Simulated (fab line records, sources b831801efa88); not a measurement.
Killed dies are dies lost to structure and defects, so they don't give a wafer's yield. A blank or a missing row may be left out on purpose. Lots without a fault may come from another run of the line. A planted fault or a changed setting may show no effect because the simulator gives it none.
Which tool did it? | flow sky130 | 6 lots, 18 wafers sampled, at 2 steps of a route of 708

WHAT THE GAUGES READ, wafer by wafer
SKY_LDD_HVP_TW_MEAS_10.
lot  | measured     | on            | LDD_HVP_TW
L832 | day 23 02:03 | film_metro-01 | 572 570 574
L835 | day 24 04:09 | film_metro-01 | 573 574 576
L840 | day 26 04:32 | film_metro-02 | 462 462 458
L842 | day 26 22:56 | film_metro-02 | 460 460 460
L847 | day 28 17:02 | film_metro-01 | 460 458 458
L849 | day 29 05:53 | film_metro-02 | 460 462 461

WHICH TOOL RAN EACH LOT (tool, then ch and the chambers of the sampled wafers, then the start)
lot  | SKY_LDD_HVP_IMPLANT_08
L832 | implanter-03 ch 0, day 23 01:31
L835 | implanter-01 ch 0, day 24 03:35
L840 | implanter-03 ch 0, day 26 04:17
L842 | implanter-03 ch 0, day 26 22:41
L847 | implanter-03 ch 0, day 28 16:47
L849 | implanter-04 ch 0, day 29 05:39
- SKY_LDD_HVP_IMPLANT_08

THE ANSWER, worked out from the rows above alone
Rule: what is usual is taken from the lots themselves. Put in order of their means at a reading, lots are off if they are a third of the lots or fewer, leave a main group of 4 or more, and stand apart from it by a gap of 3 or more times the standard deviation of the main group's means; of several such gaps the widest counts. A main group whose means are all the same, to the digits that the tables above print for the reading, isn't used. A lot without any number at a reading at which 4 lots or more have one is off too. The other lots that the step has rows for count as sound.
Off: L832, L835, at SKY_LDD_HVP_TW_MEAS_10 (LDD_HVP_TW). The main group: mean 460, standard deviation 0.89.
A tool fits if, at a process step before that reading, it ran every lot that is off, and no sound lot after the first of them. The gauges at SKY_LDD_HVP_TW_MEAS_10 are tried like those tools. None of those tried fits.

WHAT THE SIMULATOR HAD PUT IN
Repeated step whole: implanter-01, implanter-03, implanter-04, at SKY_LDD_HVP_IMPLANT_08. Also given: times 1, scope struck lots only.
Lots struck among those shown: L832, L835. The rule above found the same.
